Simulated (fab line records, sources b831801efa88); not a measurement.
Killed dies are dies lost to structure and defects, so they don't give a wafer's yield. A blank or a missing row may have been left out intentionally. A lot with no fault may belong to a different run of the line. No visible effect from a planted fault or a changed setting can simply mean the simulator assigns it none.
Which tool was responsible?	flow sfq-line	13 lots, 39 wafers sampled, at 6 steps of a route of 325

== WHAT THE GAUGES READ, wafer by wafer ==
SFQ_M8_OVL_MEAS_948. Usual: M8_OVL gives -3 nm (standard deviation 5.5).
lot	measured	on	M8_OVL (nm)	flag
L397	day 86 23:02	overlay-02	2 -5 -5	
L398	day 87 06:14	overlay-02	-3 -1 -2	
L399	day 87 07:26	overlay-02	-3 -3 -1	
L401	day 91 08:13	overlay-02	-15 -4 -15	
L403	day 92 00:13	overlay-02	8 1 -4	
L404	day 92 12:14	overlay-01	1 -2 -3	
L405	day 92 14:38	overlay-02	-3 -7 -6	
L406	day 92 18:16	overlay-02	-5 -5 5	
L408	day 93 02:38	overlay-02	-4 0 0	
L410	day 93 12:14	overlay-02	-4 -6 3	
L417	day 96 22:23	overlay-01	-4 -10 -2	
L418	day 97 20:26	overlay-02	-10 -7 -13	
L420	day 98 01:14	overlay-02	-8 3 -1	

== WHICH TOOL RAN EACH LOT (tool, then ch and the chambers of the sampled wafers, then the start) ==
lot	SFQ_TRILAYER_I0_CMP_CMP_028	SFQ_TRILAYER_I0_METRO_MEASURE_029	SFQ_TRILAYER_I0_VIA_ETCH_VIA_ETCH_034	SFQ_TRILAYER_I5_ETCH_VIA_ETCH_147	SFQ_TRILAYER_I6_METRO_MEASURE_167
L397	cmp-02 ch 0,1,2, day 14 02:52	film-metro-02, day 14 05:59	rie-diel-01 ch 0,1, day 20 01:44	rie-diel-02 ch 0,3, day 76 14:19	film-metro-03, day 77 22:50
L398	cmp-01 ch 1,2,3, day 14 08:40	film-metro-03, day 14 10:47	rie-diel-01 ch 0,1,2, day 20 08:56	rie-diel-03 ch 0,2,3, day 76 15:31	film-metro-01, day 78 01:50
L399	cmp-02 ch 0,1, day 14 14:48	film-metro-03, day 14 17:25	rie-diel-01 ch 1,2, day 20 17:20	rie-diel-01 ch 0,1,3, day 76 16:43	film-metro-01, day 78 04:50
L401	cmp-01 ch 0,3, day 15 07:50	film-metro-04, day 15 11:22	rie-diel-01 ch 0,1,3, day 21 10:16	rie-diel-02 ch 0,2, day 76 21:31	film-metro-01, day 78 13:13
L403	cmp-01 ch 1,2, day 15 20:07	film-metro-04, day 15 23:14	rie-diel-03 ch 2,3, day 22 05:28	rie-diel-01 ch 0,1,2, day 77 17:14	film-metro-03, day 79 00:49
L404	cmp-02 ch 1,2,3, day 16 15:35	film-metro-02, day 16 19:06	rie-diel-01 ch 0,2, day 23 01:52	rie-diel-02 ch 0,1, day 78 11:32	film-metro-03, day 79 07:13
L405	cmp-02 ch 1,3, day 17 05:23	film-metro-03, day 17 08:54	rie-diel-03 ch 0,2,3, day 23 13:41	rie-diel-02 ch 0,3, day 78 15:59	film-metro-01, day 79 09:20
L406	cmp-02 ch 0,1,3, day 17 08:32	film-metro-02, day 17 11:39	rie-diel-01 ch 0,1,3, day 23 23:23	rie-diel-01 ch 0,1,2, day 78 22:00	film-metro-03, day 79 11:56
L408	cmp-02 ch 1,3, day 18 04:37	film-metro-04, day 18 07:38	rie-diel-04 ch 1,3, day 24 21:47	rie-diel-03 ch 1,2, day 79 20:48	film-metro-02, day 80 09:58
L410	cmp-02 ch 0,1, day 19 01:07	film-metro-04, day 19 04:38	rie-diel-04 ch 0,2, day 25 19:10	rie-diel-03 ch 0,2,3, day 80 01:15	film-metro-02, day 80 15:21
L417	cmp-01 ch 2,3, day 21 13:58	film-metro-03, day 21 17:29	rie-diel-03 ch 0,1,2, day 28 16:49	rie-diel-03 ch 0,2,3, day 81 23:12	film-metro-02, day 85 01:02
L418	cmp-01 ch 0,2,3, day 21 19:58	film-metro-04, day 21 23:17	rie-diel-03 ch 0,1,2, day 29 00:01	rie-diel-02 ch 0,1,3, day 82 00:24	film-metro-03, day 86 10:56
L420	cmp-02 ch 1,2, day 22 08:54	film-metro-03, day 22 11:31	rie-diel-03 ch 1,2,3, day 29 12:01	rie-diel-02 ch 2,3, day 85 22:52	film-metro-02, day 86 14:14
- SFQ_TRILAYER_I0_CMP_CMP_028: polishes SiO2.
- SFQ_TRILAYER_I0_METRO_MEASURE_029
- SFQ_TRILAYER_I0_VIA_ETCH_VIA_ETCH_034: etches SiO2 in CHF3, stops on Nb, target depth 260 nm.
- SFQ_TRILAYER_I5_ETCH_VIA_ETCH_147: etches the open film in CHF3, stops on Nb, target depth 360 nm.
- SFQ_TRILAYER_I6_METRO_MEASURE_167

== WHAT THE TOOLS THEMSELVES READ (means of the sampled wafers that have a number; where no wafer has one, the mark that the record gives instead) ==
SFQ_TRILAYER_I0_CMP_CMP_028. Usual: motor-current-A 10.4 A, standard deviation 1.1; time-to-endpoint-s 216 s, standard deviation 6.8.
lot	tool	motor-current-A (A)	time-to-endpoint-s (s)	flag
L397	cmp-02	9.7	222	
L398	cmp-01	10.5	210	
L399	cmp-02	10.1	224	
L401	cmp-01	9.8	221	
L403	cmp-01	11.5	219	
L404	cmp-02	10.9	224	
L405	cmp-02	11.2	213	
L406	cmp-02	10.6	213	
L408	cmp-02	11.6	211	
L410	cmp-02	9.8	198	
L417	cmp-01	10.5	212	
L418	cmp-01	10.5	207	
L420	cmp-02	10.3	217	

SFQ_TRILAYER_I0_METRO_MEASURE_029. Usual: thk-nm reads 200.2 nm (standard deviation 1).
lot	tool	thk-nm (nm)	flag
L397	film-metro-02	201.1	
L398	film-metro-03	201.2	
L399	film-metro-03	202.2	
L401	film-metro-04	199.4	
L403	film-metro-04	200.4	
L404	film-metro-02	200.3	
L405	film-metro-03	199.6	
L406	film-metro-02	201.2	
L408	film-metro-04	199.7	
L410	film-metro-04	233.2	OFF
L417	film-metro-03	198.1	
L418	film-metro-04	198.7	
L420	film-metro-03	200.6	

SFQ_TRILAYER_I0_VIA_ETCH_VIA_ETCH_034. Usual: drypump-motor-current-A 5.8 A, standard deviation 0.57; oes-product-au 0.855 a.u., standard deviation 0.006; rf-fwd-power-W 497.8 W, standard deviation 1.6.
lot	tool	drypump-motor-current-A (A)	oes-product-au (a.u.)	rf-fwd-power-W (W)	flag
L397	rie-diel-01	6.3	0.859	496.7	
L398	rie-diel-01	6.0	0.858	498.8	
L399	rie-diel-01	6.1	0.860	498.4	
L401	rie-diel-01	6.1	0.857	498.0	
L403	rie-diel-03	5.9	0.855	494.9	
L404	rie-diel-01	5.8	0.859	495.1	
L405	rie-diel-03	5.6	0.857	498.2	
L406	rie-diel-01	6.1	0.859	498.2	
L408	rie-diel-04	5.2	0.854	498.5	
L410	rie-diel-04	5.9	0.937	497.8	OFF
L417	rie-diel-03	6.1	0.851	497.0	
L418	rie-diel-03	6.1	0.850	497.3	
L420	rie-diel-03	5.9	0.853	497.6	

SFQ_TRILAYER_I5_ETCH_VIA_ETCH_147. Usual: drypump-motor-current-A 5.9 A, standard deviation 0.52; oes-product-au 0.990 a.u., standard deviation 0.0054; rf-fwd-power-W 498.5 W, standard deviation 1.6.
lot	tool	drypump-motor-current-A (A)	oes-product-au (a.u.)	rf-fwd-power-W (W)	flag
L397	rie-diel-02	5.5	0.993	499.1	
L398	rie-diel-03	5.6	0.988	499.5	
L399	rie-diel-01	6.1	0.988	498.2	
L401	rie-diel-02	5.8	0.990	498.1	
L403	rie-diel-01	6.0	0.988	497.1	
L404	rie-diel-02	6.2	0.991	499.1	
L405	rie-diel-02	5.8	0.993	499.0	
L406	rie-diel-01	6.0	0.985	498.3	
L408	rie-diel-03	6.4	0.993	499.0	
L410	rie-diel-03	5.6	0.989	499.2	
L417	rie-diel-03	5.6	0.986	499.0	
L418	rie-diel-02	6.0	0.986	499.8	
L420	rie-diel-02	5.6	0.988	496.7	

SFQ_TRILAYER_I6_METRO_MEASURE_167. Usual: thk-nm reads 199.6 nm (standard deviation 0.9).
lot	tool	thk-nm (nm)	flag
L397	film-metro-03	200.3	
L398	film-metro-01	199.9	
L399	film-metro-01	200.0	
L401	film-metro-01	200.4	
L403	film-metro-03	200.2	
L404	film-metro-03	199.8	
L405	film-metro-01	199.2	
L406	film-metro-03	200.3	
L408	film-metro-02	200.4	
L410	film-metro-02	199.6	
L417	film-metro-02	199.3	
L418	film-metro-03	200.1	
L420	film-metro-02	199.2	

== THE ANSWER, worked out from the rows above alone ==
Rule: lot off if the mean of its wafers having a number is beyond 3 standard deviations from the usual mean. Also off: a lot with no number at a reading for which 4 or more lots have one. The other lots that the step has rows for count as sound. The gauges are gone through in route order, then the tools' own readings, and for those a lot's mean is taken as printed above. At the first step where some lot is off, the reading lying furthest off is the one used; lots without a number count as furthest.
Off, at SFQ_TRILAYER_I0_METRO_MEASURE_029 on thk-nm: L410.
If a tool, at that step or one of the process steps before it, ran each lot that is off and ran no sound lot following the first of them, it fits. Not one of the candidates tried fits.

== WHAT WAS PUT IN BY THE SIMULATOR ==
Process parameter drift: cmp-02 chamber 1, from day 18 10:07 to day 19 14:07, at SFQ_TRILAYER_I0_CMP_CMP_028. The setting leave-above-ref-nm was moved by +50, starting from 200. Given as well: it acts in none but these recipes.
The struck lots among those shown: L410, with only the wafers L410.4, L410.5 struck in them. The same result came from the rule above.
